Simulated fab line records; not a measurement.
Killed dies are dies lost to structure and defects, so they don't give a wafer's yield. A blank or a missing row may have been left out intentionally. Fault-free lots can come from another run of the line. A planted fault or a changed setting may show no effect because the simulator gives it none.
Struck lot and sound lot, side by side / flow sky130 / 43 steps out of a route of 708
Sound: these wafers, L960.2, L960.3, L960.4. Wafers struck: L970.2, L970.3, L970.5. At the end, the cause is stated.
Each step with rows lists, per side, the tool, then ch with its chambers, then its first start. Under that, the readings that differ: sound wafers / struck wafers / difference of the means / sigmas: that difference in standard deviations of wafers without a fault.
alike: readings whose means differ by less than 2 such deviations, and words and numbers that are the same on both sides. not compared: withheld readings, readings that some wafer has no value for, bounds like >300 that may hide the same value, and numbers for which the record gives no deviation and whose values overlap.
Wherever a step has rows on one side only, a row that says differs or no value, or a row with sigmas, the two part there. Numbers that have no deviation but don't overlap get no sigmas and don't part them. Lack of a reading on every wafer of one side parts them only where that side has two or more wafers.

first, 6 steps without rows for these wafers: SKY_METAL3_COAT_07 (resist thk 60 nm); SKY_METAL3_COAT_08 (resist thk 1140 nm); SKY_METAL3_SOFTBAKE_09 (time 90 s); SKY_METAL3_EXPOSE_10 (exposes mask MM3, target cd 300 nm); SKY_METAL3_PEB_11; SKY_METAL3_DEVELOP_12 (develop time 60 s).
SKY_METAL3_CD_MEAS_13: the cd target is 300 nm.
  sound: cd-sem-01 at day 38 08:55; struck: cd-sem-02 at day 41 14:31
  alike: cd-nm
SKY_METAL3_OVL_MEAS_14:
  sound: overlay-01 at day 38 09:02; struck: overlay-02 at day 41 14:38
  alike: METAL3_OVL
then, 3 steps without rows for these wafers: SKY_METAL3_DESCUM_15 (chemistry O2, time 8 s); SKY_METAL3_ETCH_16 (etches BARC in N2/H2, stops on SiO2, time 88.2 s, target depth 60 nm); SKY_METAL3_ETCH_17 (etches SiO2 in C4F8/O2/Ar, stops on TiN, time 3.9 s, target depth 15 nm).
SKY_METAL3_METAL_ETCH_18: etches the open film in Cl2/BCl3, stops on SiO2, target depth 845 nm, time 183.1 s.
  sound on rie-metal-03 ch 0,1, day 38 09:20; struck on rie-metal-01 ch 0, day 41 14:52
reading=he-backside-leak-sccm (sccm); sound=3.37 3.29 5.93; struck=3.49 3.48 3.41; difference=-0.74; sigmas=-3
  alike: drypump-motor-current-A, oes-product-au, throttle-valve-pct
  not compared: rf-hours-counter-h
SKY_METAL3_STRIP_19: strips in O2/N2.
  sound on plasma-asher-02 ch 0,1, day 38 09:31; struck on plasma-asher-04 ch 0, day 41 15:10
reading=strip-time-to-endpoint-s (s); sound=6.49 6.57 6.47; struck=6.74 6.72 6.73; difference=+0.22; sigmas=+3
  alike: drypump-motor-current-A, oes-product-au
  not compared: rf-hours-counter-h
then, 4 steps without rows for these wafers: SKY_METAL3_STRIP_20 (strips in post etch residue remover, time 1200 s); SKY_METAL3_CLEAN_21 (cleans in IPA, time 180 s); SKY_METAL3_CLEAN_22 (cleans in O3/DIW); SKY_VIA3_HDPCVD_00 (deposits SiO2, target thk 1635 nm, time 272.5 s).
SKY_VIA3_THK_MEAS_01:
  sound: film-metro-01 at day 38 10:19; struck: film-metro-04 at day 41 15:59
  alike: VIA3_HDPCVD_THK
then, 1 step without rows for these wafers: SKY_VIA3_CMP_02 (polishes SiO2).
SKY_VIA3_BOW_MEAS_03:
  sound: film-metro-01 at day 38 10:41; struck: film-metro-04 at day 41 16:21
  alike: VIA3_BOW
then, 8 steps without rows for these wafers: SKY_VIA3_DEHYDRATE_04 (time 60 s); SKY_VIA3_HMDS_05 (prime time 60 s); SKY_VIA3_COAT_06 (resist thk 60 nm); SKY_VIA3_COAT_07 (resist thk 450 nm); SKY_VIA3_SOFTBAKE_08 (time 90 s); SKY_VIA3_EXPOSE_09 (exposes mask VIM3, target cd 200 nm); SKY_VIA3_PEB_10; SKY_VIA3_DEVELOP_11 (develop time 60 s).
SKY_VIA3_CD_MEAS_12: the cd target is 200 nm.
  sound: cd-sem-02 at day 39 11:01; struck: cd-sem-01 at day 42 15:55
  alike: cd-nm
SKY_VIA3_OVL_MEAS_13:
  sound: overlay-01 at day 39 11:07; struck: overlay-01 at day 42 16:01
  alike: VIA3_OVL
SKY_VIA3_ETCH_14: etches BARC in N2/H2, stops on SiO2, time 45.9 s, target depth 60 nm.
  sound on rie-diel-02 ch 0,2, day 39 11:09; struck on rie-diel-04 ch 0,1,3, day 42 16:03
  alike: drypump-motor-current-A, oes-product-au, throttle-valve-pct
  not compared: rf-hours-counter-h
then, 1 step without rows for these wafers: SKY_VIA3_ETCH_15 (etches SiO2 in C4F8/O2/Ar, stops on TiN, target depth 507 nm, time 78 s).
SKY_VIA3_STRIP_16: strips in O2/N2.
  sound on plasma-asher-04 ch 0,1, day 39 11:15; struck on plasma-asher-04 ch 0,1, day 42 16:09
  alike: drypump-motor-current-A, oes-product-au, strip-time-to-endpoint-s
  not compared: rf-hours-counter-h
then, 3 steps without rows for these wafers: SKY_VIA3_STRIP_17 (strips in post etch residue remover, time 1200 s); SKY_VIA3_CLEAN_18 (cleans in IPA, time 180 s); SKY_VIA3_CLEAN_19 (cleans in O3/DIW).
SKY_VIA3_SPUTTER_20: material TiN, target thk 20 nm, time 80 s.
  sound: pvd-sputter-01 at day 39 11:50; struck: pvd-sputter-02 at day 42 17:34
  alike: throttle-valve-pct
then, 1 step without rows for these wafers: SKY_VIA3_CVD_21 (deposits W, target thk 390 nm, time 117.31 s).
SKY_VIA3_RS_MEAS_22: measurement is done with a four-point probe.
  sound: film-metro-01 at day 39 12:03; struck: film-metro-04 at day 42 17:46
  alike: VIA3_W_RS
SKY_VIA3_THK_MEAS_23: measures by xrf.
  sound: film-metro-01 at day 39 12:10; struck: film-metro-04 at day 42 17:53
  alike: VIA3_W_THK
then, 1 step without rows for these wafers: SKY_VIA3_CMP_24 (polishes, stops on SiO2, t overpolish 20 s, target thk 0 nm).
SKY_METAL4_SPUTTER_00: material Ti, target thk 15 nm, time 10 s.
  sound: pvd-sputter-02 at day 39 12:31; struck: pvd-sputter-03 at day 42 18:14
  alike: throttle-valve-pct
-- the record jumps here: 6 days lie between the struck wafers' starts before and after (it left off in module METAL4 and takes up again in module PAD_OPEN, whose first step shown is number 708 of the route) --
SKY_PAD_OPEN_PROBE_99:
  only the struck wafers here have rows in the record (prober-02, day 48 07:11); the sound ones have none

WHERE THEY PART
At SKY_METAL3_METAL_ETCH_18 first; at SKY_PAD_OPEN_PROBE_99 last (within this record only).

WHY: the cause the simulator had injected
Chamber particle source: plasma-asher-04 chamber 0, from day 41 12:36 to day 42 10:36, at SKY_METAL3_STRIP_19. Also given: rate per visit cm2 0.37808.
